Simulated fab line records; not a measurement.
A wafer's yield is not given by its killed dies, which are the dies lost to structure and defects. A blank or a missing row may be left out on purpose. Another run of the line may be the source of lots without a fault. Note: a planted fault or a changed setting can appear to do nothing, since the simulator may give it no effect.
Chamber matching    flow gf180mcu    cmp-01 running GF_V3_CMP_26: 4 sister chambers
The step polishes, stops on SiO2, t overpolish 15 s, target thk 0 nm. 24 wafers are shown with their chamber, then 12 later ones without.

== WAFERS, EACH WITH ITS CHAMBER ==
wafer   chamber  motor_current_A (A)  overpolish_run_s (s)  time_to_endpoint_s (s)
L074.3  3        10.0                 14.997                83
L074.4  0        9.7                  14.996                80
L074.6  3        10.2                 14.995                78
L074.1  2        13.7                 14.996                84
L074.2  1        11.8                 14.991                80
L074.5  0        9.4                  15.004                80
L075.2  3        9.5                  14.993                82
L075.3  0        9.2                  15.007                79
L075.5  1        11.3                 14.993                80
L077.2  1        11.2                 15.001                82
L077.4  3        9.6                  14.994                84
L077.5  0        9.5                  15.000                86
L078.1  1        10.8                 15.011                81
L078.5  0        9.3                  15.009                86
L078.6  1        10.9                 14.985                78
L079.2  2        13.1                 15.003                79
L079.3  3        10.1                 14.986                80
L079.5  1        11.4                 15.003                83
L082.2  2        13.8                 15.011                82
L082.3  0        9.6                  15.000                81
L082.4  1        11.1                 15.002                78
L082.1  3        9.7                  15.003                81
L082.5  2        12.3                 15.006                81
L082.6  3        9.7                  14.998                79

SIGNATURES (means of the wafers above)
reading             chamber 0  chamber 1  chamber 2  chamber 3  scatter within a chamber
motor_current_A     9.450      11.214     13.225     9.829      0.368
overpolish_run_s    15.00267   14.99800   15.00400   14.99514   0.00657
time_to_endpoint_s  82.00      80.29      81.50      81.00      2.37
Rule: for each reading, subtract the chamber's mean from the wafer's reading, divide by that reading's scatter and square the result; add these up over the readings and take the root, which gives the wafer's distance from the chamber. If the next closest chamber is less than 2 further off than the closest, the wafer can't be placed; otherwise it belongs to the closest. How the scatter is found: for the shown wafers, subtract from each reading the mean of its chamber, square and add these, divide the total by (wafers less chambers), then take the root.

== WAFERS WITHOUT THEIR CHAMBER ==
wafer   motor_current_A (A)  overpolish_run_s (s)  time_to_endpoint_s (s)
L084.1  9.4                  15.011                78
L084.3  13.1                 15.009                78
L084.6  9.8                  15.000                77
L088.2  9.8                  15.004                81
L088.4  13.7                 15.002                82
L088.6  8.8                  14.991                83
L090.1  9.9                  15.003                79
L090.4  9.4                  14.998                83
L090.6  12.8                 14.999                82
L092.3  9.7                  14.999                81
L092.4  10.3                 14.992                83
L092.5  9.2                  15.010                81

== WHICH CHAMBER EACH WENT THROUGH ==
wafer   from the rows above           in truth
L084.1  can't be placed: 0 or 3       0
L084.3  2                             2
L084.6  can't be placed: 3 or 0       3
L088.2  can't be placed: 0 or 3       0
L088.4  2                             2
L088.6  can't be placed: 0 or 3       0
L090.1  can't be placed: 3 or 0       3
L090.4  can't be placed: 0 or 3       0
L090.6  2                             2
L092.3  can't be placed: 3 or 0       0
L092.4  can't be placed: 3 or 0 or 1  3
L092.5  can't be placed: 0 or 3       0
Placed correctly: 3 of 12. Can't be placed from these rows: 9 (the true chamber is among the candidates in 9). Number placed wrongly: 0.
